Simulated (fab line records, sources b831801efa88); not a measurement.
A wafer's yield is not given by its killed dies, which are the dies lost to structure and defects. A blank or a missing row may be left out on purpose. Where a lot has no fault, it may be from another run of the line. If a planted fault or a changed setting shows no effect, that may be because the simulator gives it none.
Matching of chambers    flow sky130    rie diel-04 running SKY_METAL3_ETCH_17: 4 sister chambers
The step etches SiO2 in C4F8/O2/Ar, stops on TiN, time 3.9 s, target depth 15 nm. 4 wafers are shown with their chamber, then 8 later ones without.

== EACH WAFER AND ITS CHAMBER ==
wafer   chamber  oes product au (a.u.)
L087.1  2        0.761
L087.4  3        0.745
L087.6  0        0.747
L089.2  1        0.760

== WAFERS WHOSE CHAMBER IS MISSING ==
wafer   oes product au (a.u.)
L089.4  0.757
L089.6  0.758
L091.2  0.754
L091.4  0.760
L091.6  0.761
L095.1  0.751
L095.4  0.751
L095.5  0.760

== CHAMBER TAKEN BY EACH ==
wafer   from the rows above                in truth
L089.4  can't be placed: 1 or 2            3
L089.6  can't be placed: 1 or 2            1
L091.2  can't be placed: 1 or 0 or 2 or 3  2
L091.4  can't be placed: 1 or 2            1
L091.6  can't be placed: 2 or 1            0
L095.1  can't be placed: 0 or 3 or 1 or 2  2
L095.4  can't be placed: 0 or 3 or 1 or 2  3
L095.5  can't be placed: 1 or 2            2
Correctly placed: 0 of 8. Cannot be placed on the basis of these rows: 8; the candidates contain the true chamber in 6. Placed wrongly: 0.
How it was worked out, from the rows above alone: a wafer's distance from a chamber is the root of the sum, over the readings, of the square of ((its reading less the chamber's mean) divided by the reading's scatter). The wafer belongs to the nearest chamber; if the next one is less than 2 further off, it can't be placed. The mean given for a chamber averages the wafers shown for that chamber. The scatter: with one shown wafer a chamber, the root of the mean of the squares of how far each hidden wafer lies from its nearest shown one.
